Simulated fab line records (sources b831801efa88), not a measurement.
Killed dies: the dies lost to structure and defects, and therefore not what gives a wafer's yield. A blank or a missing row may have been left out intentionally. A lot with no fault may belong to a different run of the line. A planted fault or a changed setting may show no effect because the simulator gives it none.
Chamber matching | flow sfq line | SFQ_TRILAYER_I0_DEP_PECVD_027 on pecvd-01 has 3 sister chambers
The step deposits SiO2 from SiH4/N2O, time 111.11 s, target thk 500 nm. 20 wafers are shown with their chamber, then 10 later ones without.

WAFERS WITH THEIR CHAMBER
wafer  | chamber | heater power w (W) | throttle valve pct (%)
L906.2 | 2       | 93                 | 26.2
L906.3 | 0       | 80                 | 26.1
L906.4 | 1       | 72                 | 27.0
L907.2 | 1       | 74                 | 27.1
L907.3 | 2       | 97                 | 26.2
L907.4 | 1       | 74                 | 27.1
L909.3 | 0       | 75                 | 26.4
L909.5 | 0       | 78                 | 26.6
L909.6 | 1       | 70                 | 26.7
L912.3 | 1       | 78                 | 27.2
L912.4 | 2       | 104                | 26.1
L912.5 | 0       | 77                 | 26.3
L915.2 | 0       | 79                 | 26.6
L915.3 | 1       | 74                 | 27.1
L915.5 | 1       | 77                 | 27.0
L916.2 | 1       | 68                 | 27.1
L916.5 | 1       | 73                 | 27.1
L916.6 | 0       | 80                 | 26.4
L918.1 | 0       | 77                 | 26.5
L918.4 | 1       | 72                 | 27.1

SIGNATURES (means of the wafers above)
reading            | chamber 0 | chamber 1 | chamber 2 | scatter within a chamber
heater power w     | 78.00     | 73.20     | 98.00     | 3.08
throttle valve pct | 26.414    | 27.050    | 26.167    | 0.146
Rule: distance of a wafer from a chamber = root of the sum over the readings of ((wafer's reading minus chamber's mean) / reading's scatter) squared. The wafer belongs to the nearest chamber; if the next one is less than 2 further off, it can't be placed. How the scatter is found: for the shown wafers, subtract from each reading the mean of its chamber, square and add these, divide the total by (wafers less chambers), then take the root.

WAFERS WHOSE CHAMBER IS MISSING
wafer  | heater power w (W) | throttle valve pct (%)
L918.6 | 80                 | 26.6
L920.3 | 79                 | 26.7
L920.4 | 72                 | 27.2
L920.6 | 75                 | 27.0
L922.2 | 71                 | 26.9
L922.3 | 73                 | 27.0
L922.5 | 79                 | 26.6
L924.1 | 104                | 26.3
L924.2 | 65                 | 26.7
L924.6 | 69                 | 26.6

EACH ONE'S CHAMBER
wafer  | from the rows above     | in truth
L918.6 | 0                       | 0
L920.3 | can't be placed: 0 or 1 | 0
L920.4 | 1                       | 1
L920.6 | 1                       | 1
L922.2 | 1                       | 1
L922.3 | 1                       | 1
L922.5 | 0                       | 0
L924.1 | 2                       | 2
L924.2 | can't be placed: 1 or 0 | 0
L924.6 | can't be placed: 0 or 1 | 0
7 of 10 placed correctly. Can't be placed from these rows: 3 (the true chamber is among the candidates in 3). Number placed wrongly: 0.
